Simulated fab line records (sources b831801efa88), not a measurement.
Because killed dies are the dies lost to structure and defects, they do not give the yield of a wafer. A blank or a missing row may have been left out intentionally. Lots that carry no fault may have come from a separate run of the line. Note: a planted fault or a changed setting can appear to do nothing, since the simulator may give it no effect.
A lot that was struck, set against a sound lot | flow sky130 | 38 steps out of a route of 708
Sound: the wafers L666.1, L666.3, L666.6. Struck: wafers L661.2, L661.5. (L661.3 of the same lot was not struck and is left out.) The cause comes at the end.
Each step with rows lists, per side, the tool, then ch with its chambers, then its first start. Under that, the readings that differ: sound wafers | struck wafers | difference of the means | sigmas: that difference in standard deviations of wafers without a fault.
alike: readings whose means differ by less than 2 such deviations, and words and numbers that are the same on both sides. not compared: withheld readings, readings that some wafer has no value for, bounds like >300 that may hide the same value, and numbers for which the record gives no deviation and whose values overlap.
Wherever a step has rows on one side only, a row that says differs or no value, or a row with sigmas, the two part there. Numbers that have no deviation but don't overlap get no sigmas and don't part them. Lack of a reading on every wafer of one side parts them only where that side has two or more wafers.

first, 9 steps without rows for these wafers: SKY_VIA3_SPUTTER_20 (material TiN, target thk 20 nm, time 80 s); SKY_VIA3_CVD_21 (deposits W, target thk 390 nm, time 117.31 s); SKY_VIA3_CMP_24 (polishes, stops on SiO2, t overpolish 20 s, target thk 0 nm); SKY_METAL4_SPUTTER_00 (material Ti, target thk 15 nm, time 10 s); SKY_METAL4_SPUTTER_01 (material TiN, target thk 20 nm, time 16.7 s); SKY_METAL4_SPUTTER_02 (material AlCu, target thk 735 nm, time 39.1 s); SKY_METAL4_SPUTTER_03 (material Ti, target thk 5 nm, time 3.3 s); SKY_METAL4_SPUTTER_04 (material TiN, target thk 70 nm, time 57.26 s); SKY_CAP2M_CVD_00 (deposits SiO2, target thk 15.5 nm).
SKY_CAP2M_SPUTTER_02: material TiN, target thk 200 nm, time 166.7 s.
  sound: pvdSputter-03 at day 46 09:30; struck: pvdSputter-01 at day 45 07:32
reading                                  | sound                | struck        | difference | sigmas
cathodeDcPowerW (W)                      | 6499.2 6498.3 6497.7 | 5101.5 5102.4 | -1396.4    | -99 or more
model.TiN_of_CAP2M_SPUTTER_02.thkNm (nm) | 197.5 202.6 199.9    | 160.8 158.4   | -40.4      | 
  alike: chamberPressurePa, throttleValvePct
SKY_CAP2M_RS_MEAS_03: uses a four-point probe to measure.
  sound: filmMetro-01 at day 46 09:36; struck: filmMetro-03 at day 45 07:40
reading               | sound          | struck    | difference | sigmas
CAP2M_TIN_RS (ohm/sq) | 7.01 6.83 6.92 | 8.64 8.78 | +1.79      | +18
SKY_CAP2M_THK_MEAS_04: measures by xrf.
  sound: filmMetro-01 at day 46 09:43; struck: filmMetro-03 at day 45 07:46
reading            | sound       | struck  | difference | sigmas
CAP2M_TIN_THK (nm) | 192 197 194 | 157 155 | -38        | -13
then, 7 steps without rows for these wafers: SKY_CAP2M_DEHYDRATE_05 (time 60 s); SKY_CAP2M_HMDS_06 (prime time 60 s); SKY_CAP2M_COAT_07 (resist thk 1140 nm); SKY_CAP2M_SOFTBAKE_08 (time 60 s); SKY_CAP2M_EXPOSE_09 (exposes mask CAP2M, target cd 1000 nm); SKY_CAP2M_PEB_10; SKY_CAP2M_DEVELOP_11 (develop time 58.01 s).
SKY_CAP2M_METAL_ETCH_13: etches TiN in Cl2/BCl3, stops on SiO2, target depth 220 nm, time 62.9 s.
  sound on rieMetal-02 ch 0,1, day 47 05:43; struck on rieMetal-02 ch 0,1, day 46 05:00
reading              | sound                | struck        | difference | sigmas
oesProductAu (a.u.)  | 0.932 0.952 0.937    | 0.835 0.825   | -0.110     | -12
throttleValvePct (%) | 21.907 21.908 21.900 | 21.965 21.992 | +0.073     | +7
  alike: bcl3FlowSccm, chamberPressureMTorr, drypumpMotorCurrentA, heBacksideLeakSccm
  not compared: rfHoursCounterH
then, 16 steps without rows for these wafers: SKY_CAP2M_STRIP_14 (strips in O2/N2); SKY_CAP2M_STRIP_15 (strips in post etch residue remover, time 1200 s); SKY_CAP2M_CLEAN_16 (cleans in IPA, time 180 s); SKY_CAP2M_CLEAN_17 (cleans in O3/DIW); SKY_METAL4_DEHYDRATE_05 (time 60 s); SKY_METAL4_HMDS_06 (prime time 60 s); SKY_METAL4_COAT_07 (resist thk 60 nm); SKY_METAL4_COAT_08 (resist thk 1140 nm); SKY_METAL4_SOFTBAKE_09 (time 90 s); SKY_METAL4_EXPOSE_10 (exposes mask MM4, target cd 300 nm); SKY_METAL4_PEB_11; SKY_METAL4_DEVELOP_12 (develop time 60 s); SKY_METAL4_DESCUM_15 (chemistry O2, time 8 s); SKY_METAL4_ETCH_16 (etches BARC in N2/H2, stops on SiO2, time 88.2 s, target depth 60 nm); SKY_METAL4_ETCH_17 (etches SiO2 in C4F8/O2/Ar, stops on TiN, time 3.9 s, target depth 15 nm); SKY_METAL4_METAL_ETCH_18 (etches the open film in Cl2/BCl3, stops on SiO2, target depth 845 nm, time 178.2 s).
SKY_METAL4_STRIP_20: strips in post etch residue remover, time 1200 s.
  sound on wetBench-01 ch 1, day 48 03:01; struck on wetBench-03 ch 0, day 47 02:34
reading                                  | sound             | struck    | difference | sigmas
model.TiN_of_CAP2M_SPUTTER_02.thkNm (nm) | 196.7 201.7 199.1 | 160 157.5 | -40        | 
-- the record jumps here: 3 days lie between the struck wafers' starts before and after (it left off in module METAL4 and takes up again in module PAD_OPEN, whose first step shown is number 708 of the route) --
SKY_PAD_OPEN_PROBE_99:
  sound: prober-02 at day 51 04:39; struck: prober-01 at day 50 09:07
reading                           | sound                | struck        | difference | sigmas
model.etest.capMim2.plateOhmSq    | 6.085 5.97 5.995     | 7.449 7.581   | +1.498     | 
model.etest.capMim2.bvV (V)       | 14.42 13.98 13.72    | 12.61 13.15   | -1.16      | 
model.etest.capMim2.leakLog10ACm2 | -8.958 -8.741 -9.052 | -8.529 -8.447 | +0.429     | 
  alike: defectLimitedYield, killed_at_M0_to_M3, killed_at_M4_up, killedAtContacts, killedAtFrontEnd, killedAtOther, killedDies, killedOpen, killedShort, sort_bin_3_pad_short, sort_bin_5_function, sort_bin_6_memory, sortNPass, sortYieldPct

== WHERE THEY PART ==
At SKY_CAP2M_SPUTTER_02 first; at SKY_CAP2M_METAL_ETCH_13 last (within this record only). Later steps at which nothing parts them and some readings are alike: SKY_PAD_OPEN_PROBE_99.

WHY: what the simulator had put in
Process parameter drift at SKY_CAP2M_SPUTTER_02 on pvdSputter-01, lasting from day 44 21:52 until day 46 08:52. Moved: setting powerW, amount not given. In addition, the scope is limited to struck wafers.
